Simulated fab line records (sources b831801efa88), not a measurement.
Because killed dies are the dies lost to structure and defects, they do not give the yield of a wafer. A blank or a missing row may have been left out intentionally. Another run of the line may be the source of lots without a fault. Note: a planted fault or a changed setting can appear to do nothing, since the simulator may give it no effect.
Chamber matching / flow sky130 / SKY_FIELD_ISO_CMP_27 on cmp-02 has 4 sister chambers
The step polishes, stops on Si3N4, t overpolish 16 s, target thk 457.8 nm. 4 wafers are shown with their chamber, then 10 later ones without.

WAFERS PAIRED WITH THEIR CHAMBERS
wafer=L295.6; chamber=3; motorCurrentA (A)=11.1
wafer=L297.4; chamber=0; motorCurrentA (A)=13.0
wafer=L299.2; chamber=1; motorCurrentA (A)=12.4
wafer=L299.4; chamber=2; motorCurrentA (A)=11.1

WAFERS WITHOUT THEIR CHAMBER
wafer=L299.5; motorCurrentA (A)=11.6
wafer=L300.4; motorCurrentA (A)=10.8
wafer=L300.5; motorCurrentA (A)=11.0
wafer=L300.6; motorCurrentA (A)=13.2
wafer=L301.1; motorCurrentA (A)=13.3
wafer=L301.5; motorCurrentA (A)=13.9
wafer=L301.6; motorCurrentA (A)=11.8
wafer=L302.1; motorCurrentA (A)=11.7
wafer=L302.2; motorCurrentA (A)=13.9
wafer=L302.4; motorCurrentA (A)=10.6

CHAMBER TAKEN BY EACH
wafer=L299.5; from the rows above=can't be placed: 2 or 3 or 1 or 0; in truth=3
wafer=L300.4; from the rows above=can't be placed: 2 or 3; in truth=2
wafer=L300.5; from the rows above=can't be placed: 2 or 3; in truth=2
wafer=L300.6; from the rows above=can't be placed: 0 or 1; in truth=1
wafer=L301.1; from the rows above=can't be placed: 0 or 1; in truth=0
wafer=L301.5; from the rows above=can't be placed: 0 or 1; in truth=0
wafer=L301.6; from the rows above=can't be placed: 1 or 2 or 3 or 0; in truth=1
wafer=L302.1; from the rows above=can't be placed: 2 or 3 or 1 or 0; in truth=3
wafer=L302.2; from the rows above=can't be placed: 0 or 1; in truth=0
wafer=L302.4; from the rows above=can't be placed: 2 or 3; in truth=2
Placed correctly: 0 of 10. Not placeable from these rows: 10 (in 10, the candidates include the true chamber). Placed wrongly: 0.
How it was worked out, from the rows above alone: a wafer's distance from a chamber is the root of the sum, over the readings, of the square of ((its reading less the chamber's mean) divided by the reading's scatter). If the next closest chamber is less than 2 further off than the closest, the wafer can't be placed; otherwise it belongs to the closest. A chamber's mean is the mean of its shown wafers. The scatter: root of mean squared gap, hidden wafer to nearest shown wafer, with one shown wafer a chamber.
